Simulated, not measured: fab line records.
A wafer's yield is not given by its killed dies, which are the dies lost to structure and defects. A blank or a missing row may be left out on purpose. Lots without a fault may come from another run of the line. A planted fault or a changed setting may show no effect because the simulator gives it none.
fab line records ; flow sky130
record lots=5; wafers=14; lastDay=49
route steps=708 shown SD_N@352 SALICIDE@361 LI_CONTACT@362 LOCAL_INTERCONNECT@387 PAD_OPEN@708
lots that met no fault: from a run of the same line without faults
startH: hours from the record's first day to the start of the lot's first wafer shown ; waitH: hours elapsed since this lot's preceding step ; " the same as in the row above ; L1.1+2: a single row standing in for several wafers ; - no value, or no start was given ; * or withheld: withheld ; < > ~ a bound
route shown NAME@n: NAME is a module with steps in the file, n the number in the route of the first one ; usual: mean/standard deviation of fault-free wafers ; same: alike in all rows ; chamber/n: place in a boat ; sites: each site's reading ; _std_site: the standard deviation of these ; _edge_site: the outer-site mean with the inner-site mean subtracted ; radiusMm: how far each site lies from the wafer's centre ; mask NAME#n: copy n ; behind: the tool/chamber that last shaped the wafer ; hold: why the lot was held/for how many hours/how that ended ; device: the n, p or np transistor that did not switch ; end of line: tests run on the same wafers once the route is complete ; a step without rows: its recipe alone ; killed: dies that structure and defects cost at the first sort, which is not the same as the wafer's yield ; map: per-die view of a wafer (x killed, . not killed, _ where there is no die)
set.NAME: the run value of the setting; set.NAME@STEP: its run value at that earlier step ; model.NAME: the simulator's own value behind a step, which no gauge read
lots seen at some steps along the route; tables by step, rows by wafer
services: when a tool's chamber went out of use (startH, in hours from the record's first day, below 0 if earlier), for how many hours, and the reason
## steps
# step SKY_SD_N_IMPLANT_10
# recipe species=P; energyKev=20; doseCm2=1e+14; tiltDeg=0
# step SKY_SD_N_STRIP_11
# recipe chemistry=O2/N2; powerW=1400; pressureMtorr=1500; platenTempC=withheld; o2FlowSccm=3000; n2FlowSccm=300; overashFraction=0.5
# step SKY_SD_N_CLEAN_13
# recipe chemistry=SC1/SC2; mix=1:4:20; tempC=70; timeS=150; dry=n2Spin
# step SKY_SD_N_RTA_14
# recipe tempC=1075; timeS=2; idleTempC=650; rampUpCPerS=150; rampDownCPerS=90; ambient=N2
# step SKY_SALICIDE_CLEAN_00
# recipe chemistry=HF-last; timeS=30; dilution=100:1; dry=ipaMarangoni
# step SKY_LI_CONTACT_HDPCVD_00
# recipe material=PSG; targetThkNm=930; sigmaOpenFrac=0.3; timeS=155; tempC=600; sih4FlowSccm=60; pressureMtorr=6
# step SKY_LI_CONTACT_CMP_02
# recipe material=PSG; downForcePsi=4; platenRpm=60; padVelocityMS=0.94248
# usual motorCurrentA=11.7/1; timeToEndpointS=30.9/2.4
lot.wafer;tool;chamber;startH;waitH;motorCurrentA;timeToEndpointS;model.PSG_of_LI_CONTACT_HDPCVD_00.thkNm
L698.1;cmp-01;3;653.90;0.1;11.1;32.5;598
L698.6;cmp-01;3;653.90;0.1;10.9;31.6;598.2
L698.5;cmp-01;0;653.90;0.1;12.7;29.2;597.8
L702.4;cmp-01;1;684.16;0.0;10.8;34.2;597.6
L702.2;cmp-01;3;684.16;0.0;10.9;23.3;747.6
L702.6;cmp-01;1;684.16;0.0;11.4;36.4;598.1
L701.4;cmp-01;0;685.16;0.1;12.7;31.0;598
L701.2;cmp-01;1;685.16;0.1;11.1;16.8;747.2
L701.5;cmp-01;2;685.16;0.1;11.1;30.2;596.8
L705.1;cmp-01;0;712.19;0.1;13.1;16.5;746.9
L705.3;cmp-01;1;712.19;0.1;11.0;32.0;596.8
L715.3;cmp-02;2;790.72;0.1;11.1;27.2;597.8
L715.1;cmp-02;0;790.72;0.1;11.3;26.1;597.9
L715.5;cmp-02;3;790.72;0.1;11.3;29.4;596.9
# step SKY_LI_CONTACT_DEHYDRATE_04
# recipe tempC=200; timeS=60
# step SKY_LI_CONTACT_HMDS_05
# recipe primeTimeS=60; primeTempC=120
# step SKY_LI_CONTACT_COAT_06
# recipe resist=BARC; tempC=withheld; timeS=withheld; spinRpm=3000; resistThkNm=60
# step SKY_LI_CONTACT_COAT_07
# recipe resist=KrF-thick; spinRpm=3000; resistThkNm=450
# step SKY_LI_CONTACT_SOFTBAKE_08
# recipe tempC=100; timeS=90; resist=KrF-thick
# step SKY_LI_CONTACT_EXPOSE_09
# recipe maskId=LICM1; na=0.8; sourceShape=annular; sigmaInner=0.55; sigmaOuter=0.85; targetCdNm=170; doseMj=38
# step SKY_LI_CONTACT_PEB_10
# recipe pebTempC=withheld; pebTimeS=withheld; resist=KrF-thick
# step SKY_LI_CONTACT_DEVELOP_11
# recipe developTimeS=60; resist=KrF-thick; devTempC=21
# step SKY_LI_CONTACT_ETCH_14
# recipe chemistry=N2/H2; target=BARC; ionEnergyEv=200; sourceW=500; biasW=100; pressureMtorr=30; n2FlowSccm=100; h2FlowSccm=200; stopOn=SiO2; timeS=45.9; targetDepthA=600
# step SKY_LI_CONTACT_ETCH_15
# recipe target=PSG; chemistry=C4F8/O2/Ar; stopOn=Si; taperDeg=4.15; maskMaterial=KrF-thick; sourceW=1500; biasW=1200; pressureMtorr=40; c4f8FlowSccm=withheld; O2_flow_sccm=6; Ar_flow_sccm=300; timeS=withheld; targetDepthA=6000
# usual oesProductAu=0.838/0.0053
lot.wafer;tool;chamber;startH;waitH;oesProductAu;model.etch.depthNm;model.LI_CONTACT.featureDepthNm
L698.1;rieDiel-04;2;681.77;0.0;0.827;598;598
L698.5;rieDiel-04;2;681.77;0.0;0.832;597.8;597.8
L698.6;rieDiel-04;1;681.77;0.0;0.843;598.2;598.2
L702.2;rieDiel-04;1;712.42;0.0;0.951;747.6;747.6
L702.4;rieDiel-04;1;712.42;0.0;0.842;597.6;597.6
L702.6;rieDiel-04;2;712.42;0.0;0.842;598.1;598.1
L701.2;rieDiel-02;3;713.24;0.0;0.949;747.2;747.2
L701.4;rieDiel-02;2;713.24;0.0;0.842;598;598
L701.5;rieDiel-02;1;713.24;0.0;0.836;596.8;596.8
L705.1;rieDiel-04;3;740.28;0.0;0.954;746.9;746.9
L705.3;rieDiel-04;0;740.28;0.0;0.830;596.8;596.8
L715.1;rieDiel-01;0;816.49;0.0;0.839;597.9;597.9
L715.3;rieDiel-01;2;816.49;0.0;0.840;597.8;597.8
L715.5;rieDiel-01;0;816.49;0.0;0.838;596.9;596.9
# step SKY_LI_CONTACT_STRIP_16
# recipe chemistry=O2/N2; powerW=1400; pressureMtorr=1500; platenTempC=withheld; o2FlowSccm=3000; n2FlowSccm=300; overashFraction=0.5
# step SKY_LI_CONTACT_CLEAN_17
# recipe chemistry=NMP; timeS=600; tempC=60; dry=n2Spin
# step SKY_LI_CONTACT_PRE_CLEAN_18
# recipe gas=Ar; timeS=5.6; biasV=358
# step SKY_LI_CONTACT_SPUTTER_19
# recipe material=Ti; targetThkNm=20; chamberPressurePa=5; powerW=2500; substrateTempC=200; timeS=106.37
# step SKY_LI_CONTACT_SPUTTER_20
# recipe material=TiN; targetThkNm=20; chamberPressurePa=5; powerW=4000; timeS=80
# step SKY_LI_CONTACT_CVD_21
# recipe material=W; targetThkNm=400; timeS=120.56; tempC=400; pressureTorr=40
# step SKY_LI_CONTACT_CMP_24
# recipe stopOn=PSG; tOverpolishS=20; downForcePsi=3.5; platenRpm=60; targetThkNm=0; padVelocityMS=0.94248
# usual motorCurrentA=10.8/1
lot.wafer;tool;chamber;startH;waitH;motorCurrentA;model.PSG_of_LI_CONTACT_HDPCVD_00.thkNm
L698.1;cmp-02;1;682.60;0.1;12.5;588.6
L698.6;cmp-02;1;682.60;0.1;12.3;588.7
L698.5;cmp-02;2;682.60;0.1;10.4;588.3
L702.4;cmp-01;3;713.47;0.1;10.6;588.1
L702.2;cmp-01;1;713.47;0.1;10.5;738.2
L702.6;cmp-01;3;713.47;0.1;10.0;588.6
L701.4;cmp-02;0;714.06;0.0;10.2;588.6
L701.2;cmp-02;1;714.06;0.0;12.9;737.8
L701.5;cmp-02;1;714.06;0.0;12.7;587.4
L705.1;cmp-01;0;741.15;0.1;11.9;737.4
L705.3;cmp-01;1;741.15;0.1;9.8;587.3
L715.3;cmp-02;1;817.64;0.0;12.2;588.3
L715.1;cmp-02;3;817.64;0.0;9.8;588.4
L715.5;cmp-02;2;817.64;0.0;10.7;587.5
# step SKY_LOCAL_INTERCONNECT_SPUTTER_00
# recipe material=TiN; targetThkNm=100; tempC=300; powerW=6500; timeS=83.3; chamberPressurePa=0.4
# step SKY_PAD_OPEN_PROBE_99
# usual killed_at_M0_to_M3=43/7.5; killed_at_M4_up=3.3/1.9; killedAtContacts=24/4.6; killedAtFrontEnd=16/4.9; killedAtOther=0.2/0.46; killedDies=87/9.1; killedOpen=47/7.4; killedShort=39/6.6
# same grossDies=492; killedAtBackSide=0
lot.wafer;tool;chamber;startH;waitH;killed_at_M0_to_M3;killed_at_M4_up;killedAtContacts;killedAtFrontEnd;killedAtOther;killedDies;killedOpen;killedShort;model.etest.liconPdiff.rcOhm;model.etest.pfet_01v8.rOnOhmUm;model.etest.nfetG5v0d10v5.rOnOhmUm;model.etest.nfet_01v8.rOnOhmUm;model.etest.liconNdiff.rcOhm;model.etest.liconHighPo.rcOhm;model.etest.sonosUncharged.rOnOhmUm;model.etest.capLiToPoly.cAfUm2
L698.1;prober-02;-;1078.93;0.1;37;0;21;24;0;82;42;40;573.6;2874;1891;872.6;186.8;360.6;812.4;100.3
L698.5;prober-02;-;1079.13;0.2;50;3;27;8;0;88;46;42;589.2;2768;1860;851.7;179.7;355.8;812.4;98.29
L698.6;prober-02;-;1079.18;0.2;39;2;24;20;1;86;45;41;586;2816;1883;860.7;181.3;342.6;819.5;100.5
L702.2;prober-02;-;1102.49;0.1;40;3;19;10;0;72;38;32;679.4;2975;1917;882.7;230.1;385.2;834;67.86
L702.4;prober-02;-;1102.59;0.2;38;7;20;8;0;73;40;32;580.9;2925;1870;838;181.7;337.3;803.7;98.37
L702.6;prober-02;-;1102.69;0.2;38;2;20;13;0;73;40;30;590.3;2935;1878;846;181.1;335.4;812.9;96.7
L701.2;prober-01;-;1103.85;0.1;40;4;25;11;0;80;51;28;687.6;2942;1951;884.1;223.1;402;854.9;67.11
L701.4;prober-01;-;1103.95;0.2;41;4;19;16;0;80;51;26;570.1;2773;1865;822.7;180.3;354.2;801.5;99.38
L701.5;prober-01;-;1104.00;0.2;38;7;20;16;0;81;43;38;565;2730;1846;815.5;176.5;344;810.3;97.89
L705.1;prober-02;-;1122.55;0.1;39;9;24;18;0;90;48;42;665.6;3037;1954;892.7;222.1;394.5;852.3;68.44
L705.3;prober-02;-;1122.65;0.2;37;1;18;18;0;74;39;34;600.3;2890;1866;839.3;179.8;368.4;800.5;98.17
L715.1;prober-02;-;1173.96;0.1;36;6;22;18;0;82;38;41;598.7;2942;1906;826.2;181.2;373.9;820.1;100.8
L715.3;prober-02;-;1174.06;0.2;32;5;16;12;0;65;38;25;592.3;2998;1876;849.7;179.2;352.2;839.4;96.98
L715.5;prober-02;-;1174.16;0.2;35;7;18;17;0;77;39;38;594.7;2952;1904;832.9;186.5;352.7;829.8;98.48
# killed by level:class
L698.1 VIA1:geometricParticle:open=11 FIELD_ISO:geometricParticle:short=10 LI_CONTACT:geometricParticle:open=8 POLY_GATE:geometricParticle:open=5 CONTACT:geometricParticle:open=5 FIELD_ISO:geometricParticle:open=4 VIA1:geometricParticle:short=4 CONTACT:geometricParticle:short=4
L698.5 CONTACT:geometricParticle:open=13 VIA1:geometricParticle:open=9 METAL2:geometricParticle:short=8 VIA3:geometricParticle:short=6 VIA3:geometricParticle:open=6 VIA2:geometricParticle:short=6 LI_CONTACT:geometricParticle:open=5 CONTACT:geometricParticle:short=5
L698.6 CONTACT:geometricParticle:open=11 FIELD_ISO:geometricParticle:open=8 METAL1:geometricParticle:short=8 VIA1:geometricParticle:short=7 VIA2:geometricParticle:open=6 LI_CONTACT:geometricParticle:open=5 METAL2:geometricParticle:short=5 VIA3:geometricParticle:open=5
L702.2 VIA1:geometricParticle:open=8 LI_CONTACT:geometricParticle:open=7 METAL1:geometricParticle:short=7 CONTACT:geometricParticle:open=6 VIA1:geometricParticle:short=5 VIA2:geometricParticle:open=5 METAL3:geometricParticle:short=4 FIELD_ISO:geometricParticle:short=3
L702.4 VIA1:geometricParticle:open=12 CONTACT:geometricParticle:open=7 METAL1:geometricParticle:short=7 LI_CONTACT:geometricParticle:open=6 METAL2:geometricParticle:short=5 LOCAL_INTERCONNECT:geometricParticle:short=4 METAL4:geometricParticle:short=4 FIELD_ISO:geometricParticle:open=3
L702.6 VIA1:geometricParticle:open=11 CONTACT:geometricParticle:open=7 VIA2:geometricParticle:open=7 VIA3:geometricParticle:open=5 FIELD_ISO:geometricParticle:short=4 LOCAL_INTERCONNECT:geometricParticle:short=4 LI_CONTACT:geometricParticle:open=4 METAL1:geometricParticle:short=4
L701.2 CONTACT:geometricParticle:open=11 VIA1:geometricParticle:open=9 VIA3:geometricParticle:open=8 VIA2:geometricParticle:open=7 CONTACT:geometricParticle:short=6 LI_CONTACT:geometricParticle:open=5 METAL1:geometricParticle:short=5 POLY_GATE:geometricParticle:open=4
L701.4 VIA1:geometricParticle:open=14 CONTACT:geometricParticle:open=12 VIA2:geometricParticle:open=5 METAL2:geometricParticle:short=4 VIA2:geometricParticle:short=4 VIA3:geometricParticle:open=4 FIELD_ISO:geometricParticle:open=3 POLY_GATE:geometricParticle:open=3
L701.5 CONTACT:geometricParticle:open=10 METAL2:geometricParticle:short=10 VIA3:geometricParticle:open=9 FIELD_ISO:geometricParticle:open=5 LI_CONTACT:geometricParticle:open=5 VIA1:geometricParticle:open=5 POLY_GATE:geometricParticle:open=4 VIA3:geometricParticle:short=4
L705.1 VIA1:geometricParticle:open=8 CONTACT:geometricParticle:open=8 POLY_GATE:geometricParticle:open=6 LI_CONTACT:geometricParticle:short=6 METAL2:geometricParticle:short=6 METAL4:geometricParticle:short=6 FIELD_ISO:geometricParticle:open=5 LI_CONTACT:geometricParticle:open=5
L705.3 VIA1:geometricParticle:open=10 VIA2:geometricParticle:open=7 METAL2:geometricParticle:short=6 FIELD_ISO:geometricParticle:short=5 CONTACT:geometricParticle:open=5 VIA3:geometricParticle:open=5 POLY_GATE:geometricParticle:open=4 LOCAL_INTERCONNECT:geometricParticle:short=4
L715.1 POLY_GATE:geometricParticle:short=8 CONTACT:geometricParticle:open=8 VIA1:geometricParticle:open=6 LI_CONTACT:geometricParticle:open=6 METAL2:geometricParticle:short=5 VIA3:geometricParticle:open=5 METAL4:geometricParticle:short=5 VIA2:geometricParticle:short=4
L715.3 CONTACT:geometricParticle:open=9 VIA2:geometricParticle:open=5 LI_CONTACT:geometricParticle:open=5 VIA1:geometricParticle:open=5 VIA3:geometricParticle:open=5 METAL4:geometricParticle:short=5 VIA3:geometricParticle:short=4 FIELD_ISO:geometricParticle:open=3
L715.5 VIA1:geometricParticle:open=7 LI_CONTACT:geometricParticle:open=7 VIA3:geometricParticle:open=7 METAL4:geometricParticle:short=6 FIELD_ISO:geometricParticle:short=5 POLY_GATE:geometricParticle:short=5 CONTACT:geometricParticle:short=4 VIA2:geometricParticle:open=4
## services
tool;chamber;startH;hours;kind
cmp-01;-;642.11;1.0;repair
rieDiel-01;1;644.21;18.2;repair
cmp-01;-;650.48;0.3;repair
rieDiel-01;3;657.49;3.3;repair
rieDiel-01;-;662.48;2.8;pm
cmp-02;-;669.75;1.1;repair
rieDiel-04;0;687.19;18.0;repair
cmp-01;-;697.59;6.9;pm
rieDiel-04;2;704.23;7.9;repair
cmp-02;-;706.73;1.7;repair
cmp-01;-;706.91;3.6;repair
rieDiel-04;0;712.12;-;clean
rieDiel-04;0;712.12;18.0;scheduledDown
rieDiel-04;0;712.12;18.0;ventCycle
cmp-01;-;716.83;8.9;pm
rieDiel-02;1;730.40;16.5;repair
cmp-02;-;744.24;4.0;pm
cmp-02;-;748.24;-;consumableReplace:conditioner
cmp-02;-;748.24;-;consumableReplace:pad
rieDiel-04;-;758.72;1.2;repair
rieDiel-04;2;765.25;5.3;repair
rieDiel-04;-;775.12;0.5;repair
rieDiel-02;1;782.92;-;clean
rieDiel-01;3;813.41;4.5;repair
## key
firstSign step=SKY_LI_CONTACT_CMP_02; reading=timeToEndpointS; direction=down; sigmas=5; usual=*; struck=*
effect step=SKY_LI_CONTACT_ETCH_15; reading=oesProductAu; direction=up; sigmas=22; usual=0.838; struck=0.951
modelEffect step=SKY_LI_CONTACT_CMP_02; value=PSG_of_LI_CONTACT_HDPCVD_00.thkNm; without=597.9; struck=747.2
modelEffect step=SKY_LI_CONTACT_ETCH_15; value=etch.depthNm; without=597.9; struck=747.2
modelEffect step=SKY_LI_CONTACT_CMP_24; value=PSG_of_LI_CONTACT_HDPCVD_00.thkNm; without=588.5; struck=737.8
modelEffect step=SKY_PAD_OPEN_PROBE_99; value=etest.liconPdiff.rcOhm; without=579.9; struck=677.5
metAt SKY_LI_CONTACT_CMP_02
struckWafers L701.2,L702.2,L705.1
testerLeftOut L701,L702,L705
onsetBetween 653.90 684.16
fault kind=processParameterDrift; tool=cmp-01; chamber=-; onsetH=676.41; steps=SKY_LI_CONTACT_CMP_02; channel=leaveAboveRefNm; offset=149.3; shape=step; endH=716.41; scope=struckWafersOnly; actsIn=theseRecipesOnly; stated=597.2
# testerLeftOut: of these lots the tester's yield and bins aren't shown, on N5 and GAA mostly nor the transistor test; their killed dies are dies lost to structure and defects alone, not to doping, threshold or leakage, so they don't give the yield
